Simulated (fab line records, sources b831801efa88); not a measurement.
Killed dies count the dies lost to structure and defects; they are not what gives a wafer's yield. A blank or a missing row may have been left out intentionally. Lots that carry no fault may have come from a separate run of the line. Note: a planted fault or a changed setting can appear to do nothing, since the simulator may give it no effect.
Problem report in the 8D (eight disciplines) form, filled by code -- flow gf180mcu -- the parts of the form that need people (team, actions taken, sign-off) are left out

1. PROBLEM STATEMENT
Mean of bias w at GF_M4_METAL_ETCH_16: 134.2 W across 6 wafers in 2 lots; on wafers with no fault it is 140.0 W (standard deviation 0.41). That puts it -14 standard deviations away from the usual mean.
The step: etches the open film in Cl2/BCl3, stops on SiO2, target depth 627.5 nm, time 104.6 s.
Earliest sighting: wafer L436.1 on rie metal-04 at day 23 23:52. The record holds 36 wafers of 12 lots with a number at this step. Rule for "out" (also "out of limits"): further than 4 standard deviations from the usual mean. All remaining wafers that have a number are taken as sound.

2. WHAT IT IS; WHAT IT IS NOT
question,is,is not
which readings at this step,bias w,"drypump motor current A, throttle valve pct"
which lots,"L436, L438","L434, L435, L437, L446, L448, L449, L450, L452, L453, L456"
which wafers of those lots,all that have a number,-
read on which tools,rie metal-04,"rie metal-02, rie metal-03"
when,from day 23 23:52,"up to then (6 sound wafers); but 24 sound wafers of L437, L446, L448, L449, L450, L452, L453, L456 came after"

3. WHAT RULES OUT EACH SUSPECT
Counting: a tool at any process step up to the reading remains a suspect when it ran all the lots that are out and ran no sound lot after the first of those.
- pecvd-02 at GF_V3_CVD_02 (deposits SiO2 from TEOS, target thk 850 nm, time 94.851 s): ruled out as a lasting fault. Sound lots L437, L448, L449, L452 ran on it after its first lot that is out, L436 (day 21 23:23).
- rie metal-04 at GF_M4_METAL_ETCH_16 (etches the open film in Cl2/BCl3, stops on SiO2, target depth 627.5 nm, time 104.6 s): ruled out as a lasting fault. Sound lots L448, L449, L453, L452, L456 ran on it after its first lot that is out, L436 (day 23 23:52).
Left after counting: nothing in the record.

4. THE CAUSE (what the simulator had put in)
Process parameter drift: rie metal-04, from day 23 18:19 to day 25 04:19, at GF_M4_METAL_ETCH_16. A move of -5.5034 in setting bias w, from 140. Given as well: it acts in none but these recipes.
Counting ruled it out, wrongly.

5. THE EFFECT CHAIN, in route order
One row per reading whose mean, taken over the struck wafers that have a number, lies over 3 standard deviations from the usual. Readings are gone through only where the record gives a usual standard deviation; hours: the median, over the lots, of the time from a lot's start at the first step in this table giving one to that lot's start at this step; sigmas: the change measured in usual standard deviations.
hours,step,reading,usual,on struck wafers,change,sigmas
0,GF_M4_METAL_ETCH_16,bias w,140.0 W,134.2,-5.8,-14
It contains these process steps:
- GF_M4_METAL_ETCH_16: etches the open film in Cl2/BCl3, stops on SiO2, target depth 627.5 nm, time 104.6 s.

6. HOW IT WOULD HAVE BEEN CAUGHT EARLIER
First out-of-limits reading in this record: day 23 23:52, which is 6 hours after fault onset at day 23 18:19.
